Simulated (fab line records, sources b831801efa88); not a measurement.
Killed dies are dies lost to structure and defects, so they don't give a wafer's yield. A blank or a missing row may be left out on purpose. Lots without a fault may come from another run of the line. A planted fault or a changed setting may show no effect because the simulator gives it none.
Chamber matching | flow sky130 | SKY_PASSIVATION_CVD_00 on pecvd-03: 3 sister chambers
The step deposits SiO2, target thk 90 nm. 6 wafers are shown with their chamber, then 9 later ones without.

WAFERS WITH THEIR CHAMBER
wafer  | chamber | heater_power_w (W)
L077.6 | 2       | 786
L082.3 | 0       | 679
L082.4 | 2       | 793
L085.1 | 0       | 805
L085.3 | 1       | 826
L085.5 | 1       | 819

WAFERS WITHOUT THEIR CHAMBER
wafer  | heater_power_w (W)
L086.1 | 906
L086.2 | 815
L086.3 | 924
L086.4 | 930
L086.5 | 926
L086.6 | 673
L087.1 | 980
L087.2 | 984
L087.6 | 967

WHICH CHAMBER EACH WENT THROUGH
wafer  | from the rows above          | in truth
L086.1 | can't be placed: 1 or 2 or 0 | 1
L086.2 | can't be placed: 1 or 2 or 0 | 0
L086.3 | can't be placed: 1 or 2 or 0 | 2
L086.4 | can't be placed: 1 or 2 or 0 | 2
L086.5 | can't be placed: 1 or 2 or 0 | 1
L086.6 | can't be placed: 0 or 2 or 1 | 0
L087.1 | can't be placed: 1 or 2 or 0 | 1
L087.2 | can't be placed: 1 or 2 or 0 | 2
L087.6 | can't be placed: 1 or 2 or 0 | 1
Placed correctly: 0 of 9. Can't be placed from these rows: 9 (the true chamber is among the candidates in 9). Placed wrongly: 0.
How it was worked out, from the rows above alone: a wafer's distance from a chamber is the root of the sum, over the readings, of the square of ((its reading less the chamber's mean) divided by the reading's scatter). The wafer belongs to the nearest chamber; if the next one is less than 2 further off, it can't be placed. A chamber's mean is the mean of its shown wafers. The scatter: the root of (the sum of the squares of (reading less its chamber's mean) over the shown wafers, divided by (wafers less chambers)).
